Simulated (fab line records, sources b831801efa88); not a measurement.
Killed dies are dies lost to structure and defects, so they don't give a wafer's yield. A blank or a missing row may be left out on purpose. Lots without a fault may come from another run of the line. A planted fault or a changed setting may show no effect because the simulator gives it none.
Tool commonality check | flow gf180mcu | 14 lots, 48 wafers sampled

WHY IT WAS OPENED
At GF_VT_IMPLANT_TW_MEAS_10 the reading VT_IMPLANT_TW is flagged on 2 of 14 lots. Wafers without a fault read 561, standard deviation 5.3.
Rule: a lot is flagged when every wafer of it that has a number lies more than 4 standard deviations from that mean, or none has a number. The other lots count as sound.

lot  | measured     | on            | VT_IMPLANT_TW, wafer by wafer | flag
L824 | day 5 15:10  | film_metro-02 | 557 557 557                   |
L825 | day 5 20:58  | film_metro-04 | 563 565 566                   |
L827 | day 6 08:43  | film_metro-03 | 558 563 559                   |
L829 | day 6 22:20  | film_metro-02 | 561 564 565                   |
L831 | day 7 11:40  | film_metro-03 | 558 559 558                   |
L833 | day 7 23:25  | film_metro-04 | 573 571 573                   |
L835 | day 8 14:16  | film_metro-02 | 562 564 561                   |
L836 | day 8 17:58  | film_metro-02 | 564 563 564                   |
L837 | day 8 23:41  | film_metro-03 | 558 558 557                   |
L839 | day 9 15:04  | film_metro-03 | 557 561 556                   |
L840 | day 9 17:59  | film_metro-03 | 555 558 555                   |
L841 | day 10 01:13 | film_metro-03 | 553 554 558                   |
L842 | day 10 05:40 | film_metro-02 | 30 30 30 30 30 30             | FLAGGED
L843 | day 10 13:25 | film_metro-03 | 30 30 30 30 30 30             | FLAGGED
The numbers of the flagged lots are 30 on average: -531 against the usual, or -99 or more standard deviations.

WHICH TOOL RAN EACH LOT
The record holds 1 process step before the reading, out of a route of 602 steps. In each cell: the tool, then ch and the chambers that the sampled wafers went through, then the start.
lot  | flag    | GF_VT_IMPLANT_DEVELOP_06
L824 |         | litho_track-02 ch 0, day 5 14:43
L825 |         | litho_track-01 ch 0, day 5 20:33
L827 |         | litho_track-02 ch 0, day 6 08:16
L829 |         | litho_track-04 ch 0, day 6 21:55
L831 |         | litho_track-02 ch 0, day 7 11:13
L833 |         | litho_track-02 ch 0, day 7 23:00
L835 |         | litho_track-04 ch 0, day 8 13:50
L836 |         | litho_track-01 ch 0, day 8 17:31
L837 |         | litho_track-02 ch 0, day 8 23:18
L839 |         | litho_track-01 ch 0, day 9 14:39
L840 |         | litho_track-04 ch 0, day 9 17:34
L841 |         | litho_track-01 ch 0, day 10 00:48
L842 | FLAGGED | litho_track-01 ch 0, day 10 05:15
L843 | FLAGGED | litho_track-01 ch 0, day 10 12:58
What these steps do:
- GF_VT_IMPLANT_DEVELOP_06: develop time 60 s.
- GF_VT_IMPLANT_TW_MEAS_10

FLAGGED OVER TOTAL, TOOL BY TOOL (the gauges that took the reading come last)
step                     | tool           | lots run | flagged | share of the flagged lots | sound lots run after its first flagged lot
GF_VT_IMPLANT_DEVELOP_06 | litho_track-01 | 6        | 2       | all                       | 0
GF_VT_IMPLANT_DEVELOP_06 | litho_track-02 | 5        | 0       | none                      | -
GF_VT_IMPLANT_DEVELOP_06 | litho_track-04 | 3        | 0       | none                      | -
GF_VT_IMPLANT_TW_MEAS_10 | film_metro-02  | 5        | 1       | some                      | 0
GF_VT_IMPLANT_TW_MEAS_10 | film_metro-03  | 7        | 1       | some                      | 0
GF_VT_IMPLANT_TW_MEAS_10 | film_metro-04  | 2        | 0       | none                      | -

WHAT THE TABLE ALLOWS
1 row of the table ran every flagged lot: litho_track-01 at GF_VT_IMPLANT_DEVELOP_06.
- litho_track-01 at GF_VT_IMPLANT_DEVELOP_06: 2 of its 6 lots flagged. Its last sound lot is L841 (day 10 00:48), its first flagged lot L842 (day 10 05:15): a fault that began between those two fits.
One tool is left: litho_track-01 at GF_VT_IMPLANT_DEVELOP_06.

WHAT THE SIMULATOR HAD PUT IN
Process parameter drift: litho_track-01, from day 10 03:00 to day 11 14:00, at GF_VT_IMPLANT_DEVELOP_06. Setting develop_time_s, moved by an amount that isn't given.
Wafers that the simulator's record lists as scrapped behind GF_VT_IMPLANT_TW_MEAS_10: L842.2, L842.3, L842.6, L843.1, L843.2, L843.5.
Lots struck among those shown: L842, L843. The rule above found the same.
